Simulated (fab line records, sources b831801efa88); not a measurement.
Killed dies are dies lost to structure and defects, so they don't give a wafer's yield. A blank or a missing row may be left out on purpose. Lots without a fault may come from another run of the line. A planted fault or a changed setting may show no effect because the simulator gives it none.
Which tool did it? | flow sky130 | 14 lots, 42 wafers sampled, at 1 step of a route of 708

WHAT THE GAUGES READ, wafer by wafer
SKY_METAL1_OVL_MEAS_16. Usual: METAL1_OVL -5 nm, standard deviation 6.4.
lot  | measured     | on         | METAL1_OVL (nm) | flag
L277 | day 32 17:37 | overlay-01 | -5 2 -7         |
L279 | day 33 07:55 | overlay-02 | 2 -5 2          |
L280 | day 33 13:02 | overlay-01 | -6 -6 -7        |
L281 | day 34 16:39 | overlay-01 | -19 -14 -16     |
L284 | day 36 05:21 | overlay-01 | -7 -9 -8        |
L290 | day 37 08:15 | overlay-02 | 5 4 -5          |
L291 | day 37 12:12 | overlay-01 | -2 -5 -5        |
L292 | day 37 18:13 | overlay-02 | -10 -9 -10      |
L295 | day 38 16:44 | overlay-02 | -6 2 2          |
L296 | day 38 21:56 | overlay-02 | -5 -3 -1        |
L297 | day 39 01:24 | overlay-02 | -16 -12 -10     |
L298 | day 39 09:04 | overlay-02 | 6 5 1           |
L299 | day 39 17:11 | overlay-02 | -6 -8 -2        |
L300 | day 39 19:46 | overlay-02 | 1 0 -4          |

WHICH TOOL RAN EACH LOT (tool, then ch and the chambers of the sampled wafers, then the start)
The record holds no process step before these readings.

WHAT THE TOOLS THEMSELVES READ (means of the sampled wafers that have a number; where no wafer has one, the mark that the record gives instead)
The record holds no such reading with a usual standard deviation.

THE ANSWER, worked out from the rows above alone
Rule: a lot is off if the mean of its wafers that have a number lies more than 3 standard deviations from the usual mean. A lot without any number at a reading at which 4 lots or more have one is off too. The other lots that the step has rows for count as sound. The gauges are gone through in route order, then the tools' own readings, and for those a lot's mean is taken as printed above. The first step at which some lot is off is used, and at that step the reading that is off furthest; a lot without a number counts as furthest.
No lot is off at any reading shown: from this, nothing can be told.

WHAT THE SIMULATOR HAD PUT IN
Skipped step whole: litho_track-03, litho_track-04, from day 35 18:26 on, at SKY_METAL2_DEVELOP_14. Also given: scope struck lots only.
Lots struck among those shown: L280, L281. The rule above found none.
